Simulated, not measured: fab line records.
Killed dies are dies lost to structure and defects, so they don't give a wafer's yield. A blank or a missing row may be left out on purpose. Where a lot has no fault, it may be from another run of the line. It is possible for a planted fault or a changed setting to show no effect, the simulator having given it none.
2 desks, one fault | flow gf180mcu | each desk has only its own numbers; what lay behind them comes last

## THE METROLOGY DESK
What the gauges read, lot by lot, whatever tool the lot ran on: means of the sampled wafers that have a number. A lot is out of limits, marked OUT, if its mean lies more than 4 standard deviations from the usual mean; the brackets give that distance.
Columns: A = STI_OXIDATION_02_THK at GF_STI_THK_MEAS_30, usual 9.88 nm; B = MVPSD_OVL at GF_MVPSD_OVL_MEAS_07, usual 0.2 nm; C = VT_IMPLANT_OVL at GF_VT_IMPLANT_OVL_MEAS_07, usual -0.8 nm; D = NWELL_RS at GF_VT_IMPLANT_RS_MEAS_47, usual 488.3 ohm/sq
lot  | first seen here | A     | B    | C    | D
L741 | day 2 10:31     | 9.67  | -0.4 | -1.8 | 488.2
L742 | day 2 16:49     | 9.74  | 0.5  | -1.9 | 488.9
L743 | day 2 21:49     | 9.56  | 0.5  | -1.7 | 488.7
L744 | day 3 02:23     | 9.64  | -1.7 | 1.1  | 489.9
L745 | day 3 08:37     | 9.69  | 0.1  | -0.7 | 507.9 (+18) OUT
L747 | day 3 22:56     | 10.01 | 1.9  | -1.8 | 506.9 (+17) OUT
L748 | day 4 00:20     | 9.80  | 1.0  | 0.9  | 488.0
L752 | day 4 21:52     | 9.95  | 1.4  | -1.0 | 488.6
L756 | day 5 20:12     | 9.92  | -1.0 | -1.9 | 487.9
L759 | day 6 05:45     | 10.24 | -0.5 | -1.9 | 489.8
L760 | day 6 15:08     | 10.30 | -1.7 | -1.4 | 486.6
L761 | day 6 21:44     | 9.69  | -2.1 | 0.4  | 487.5
L763 | day 7 06:23     | 9.91  | 1.1  | -1.1 | 488.0
L762 | day 7 06:24     | 9.88  | 1.2  | 0.1  | 488.2
This desk's result: L745, L747 out of limits, first on L745 (NWELL_RS at GF_VT_IMPLANT_RS_MEAS_47), day 8 18:30. In limits: L741, L742, L743, L744, L748, L752, L756, L759, L760, L761, L763, L762.

## THE TOOL OWNER'S DESK: implanter-03
GF_NWELL_IMPLANT_09, tool's own readings: per-lot mean of the sampled wafers with a number, covering each lot this tool ran. A lot is out of limits, marked OUT, if its mean lies more than 4 standard deviations from the usual mean; the brackets give that distance.
Columns: A = dose ions cm2 at GF_NWELL_IMPLANT_09, usual 4e+12; B = end station pressure torr at GF_NWELL_IMPLANT_09, usual 4.99e-06 Torr; C = faraday current uA at GF_NWELL_IMPLANT_09, usual 22.5
lot  | first seen here | A                       | B        | C
L743 | day 4 00:52     | 4e+12                   | 5.04e-06 | 22.5
L744 | day 4 05:53     | 4e+12                   | 4.82e-06 | 22.7
L745 | day 4 10:46     | 3e+12 (-99 or more) OUT | 4.54e-06 | 17.1 (-12) OUT
L747 | day 5 02:20     | 3e+12 (-99 or more) OUT | 4.81e-06 | 16.8 (-12) OUT
L760 | day 7 22:53     | 4e+12                   | 4.93e-06 | 22.1
L762 | day 8 14:22     | 4e+12                   | 5.03e-06 | 22.4
This desk's verdict: out of limits on L745, L747, starting with L745 at day 4 10:46 (dose ions cm2 at GF_NWELL_IMPLANT_09). In limits: L743, L744, L760, L762.

## PUT TOGETHER
On L745, L747, at day 4 10:46, an alarm was possible from the tool owner's desk.
At day 8 18:30 the metrology desk could have sounded an alarm, on L745, L747.
Every lot named ran GF_NWELL_IMPLANT_09 on implanter-03.

## WHAT HAD BEEN PUT IN BY THE SIMULATOR
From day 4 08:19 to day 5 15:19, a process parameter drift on implanter-03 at GF_NWELL_IMPLANT_09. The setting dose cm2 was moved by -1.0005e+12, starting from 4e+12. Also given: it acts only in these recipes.
Lots struck among those shown: L745, L747.
Counting hours from when the fault started, the first reading out of limits came at 2 for the tool owner's desk and at 106 for the metrology desk.
